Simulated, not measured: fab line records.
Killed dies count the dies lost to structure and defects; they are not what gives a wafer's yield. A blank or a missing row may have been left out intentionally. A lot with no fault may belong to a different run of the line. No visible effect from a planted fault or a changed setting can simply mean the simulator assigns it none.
Chamber matching ; flow sky130 ; SKY_VIA2_CMP_24 on cmp-01: 4 sister chambers
The step polishes, stops on SiO2, t overpolish 20 s, target thk 0 nm. 14 wafers are shown with their chamber, then 7 later ones without.

== EACH WAFER AND ITS CHAMBER ==
wafer;chamber;motor-current-A (A);time-to-endpoint-s (s);overpolish-run-s (s)
L588.1;0;10.9;99;20.014
L588.3;1;11.2;99;19.999
L588.6;0;11.3;100;20.004
L589.3;3;13.5;115;19.993
L589.4;1;11.2;101;20.007
L589.5;0;11.0;104;19.988
L590.1;2;9.9;108;19.982
L590.2;0;10.9;98;19.995
L590.5;0;11.5;101;19.999
L593.2;3;13.9;106;19.994
L593.3;0;11.3;100;20.001
L593.5;3;14.3;110;19.990
L599.2;2;9.8;106;19.995
L599.3;0;10.7;105;20.013

SIGNATURES, as means of the wafers listed above
reading;chamber 0;chamber 1;chamber 2;chamber 3;scatter within a chamber
motor-current-A;11.086;11.200;9.850;13.900;0.285
time-to-endpoint-s;101.00;100.00;107.00;110.33;2.91
overpolish-run-s;20.00200;20.00300;19.98850;19.99233;0.00806
Rule: for each reading, subtract the chamber's mean from the wafer's reading, divide by that reading's scatter and square the result; add these up over the readings and take the root, which gives the wafer's distance from the chamber. If the next closest chamber is less than 2 further off than the closest, the wafer can't be placed; otherwise it belongs to the closest. How the scatter is found: for the shown wafers, subtract from each reading the mean of its chamber, square and add these, divide the total by (wafers less chambers), then take the root.

== WAFERS WITH NO CHAMBER GIVEN ==
wafer;motor-current-A (A);time-to-endpoint-s (s);overpolish-run-s (s)
L599.4;10.9;99;19.984
L603.4;11.0;99;19.989
L603.5;9.6;111;20.020
L603.6;14.2;106;19.994
L608.1;11.2;96;19.992
L608.4;9.5;102;19.992
L608.5;13.9;105;20.003

== WHICH CHAMBER EACH ONE RAN IN ==
wafer;from the rows above;in truth
L599.4;can't be placed: 0 or 1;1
L603.4;can't be placed: 0 or 1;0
L603.5;2;2
L603.6;3;3
L608.1;can't be placed: 1 or 0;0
L608.4;2;2
L608.5;3;3
4 of 7 placed correctly. Not placeable from these rows: 3 (in 3, the candidates include the true chamber). Wrongly placed: 0.
